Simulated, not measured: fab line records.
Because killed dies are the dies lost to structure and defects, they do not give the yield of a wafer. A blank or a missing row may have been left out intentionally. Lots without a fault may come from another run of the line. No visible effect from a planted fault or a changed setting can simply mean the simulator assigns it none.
Chamber matching	flow sky130	4 sister chambers for SKY_VIA3_ETCH_14 on rie-diel-01
The step etches BARC in N2/H2, stops on SiO2, time 45.9 s, target depth 60 nm. 4 wafers are shown with their chamber, then 10 later ones without.

WAFERS, EACH WITH ITS CHAMBER
wafer	chamber	oes-product-au (a.u.)
L082.2	2	0.847
L086.5	0	0.852
L087.1	3	0.863
L087.3	1	0.852

WAFERS WHOSE CHAMBER IS MISSING
wafer	oes-product-au (a.u.)
L087.6	0.846
L088.2	0.856
L088.3	0.851
L088.4	0.857
L089.2	0.857
L089.5	0.853
L089.6	0.856
L092.2	0.863
L092.4	0.863
L092.5	0.855

CHAMBER TAKEN BY EACH
wafer	from the rows above	in truth
L087.6	can't be placed: 2 or 0 or 1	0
L088.2	can't be placed: 0 or 1 or 3 or 2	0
L088.3	can't be placed: 0 or 1 or 2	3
L088.4	can't be placed: 0 or 1 or 3 or 2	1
L089.2	can't be placed: 0 or 1 or 3 or 2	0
L089.5	can't be placed: 0 or 1 or 2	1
L089.6	can't be placed: 0 or 1 or 3 or 2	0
L092.2	3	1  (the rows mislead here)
L092.4	3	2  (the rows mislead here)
L092.5	can't be placed: 0 or 1 or 2 or 3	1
Correctly placed: 0 of 10. Can't be placed from these rows: 8 (the true chamber is among the candidates in 7). 2 placed wrongly.
How it was worked out, from the rows above alone: a wafer's distance from a chamber is the root of the sum, over the readings, of the square of ((its reading less the chamber's mean) divided by the reading's scatter). The wafer belongs to the nearest chamber; if the next one is less than 2 further off, it can't be placed. For every chamber, the mean is computed from those of its wafers that are shown. The scatter (one wafer shown for each chamber): square how far every hidden wafer sits from the nearest shown wafer, average those squares and take the square root.
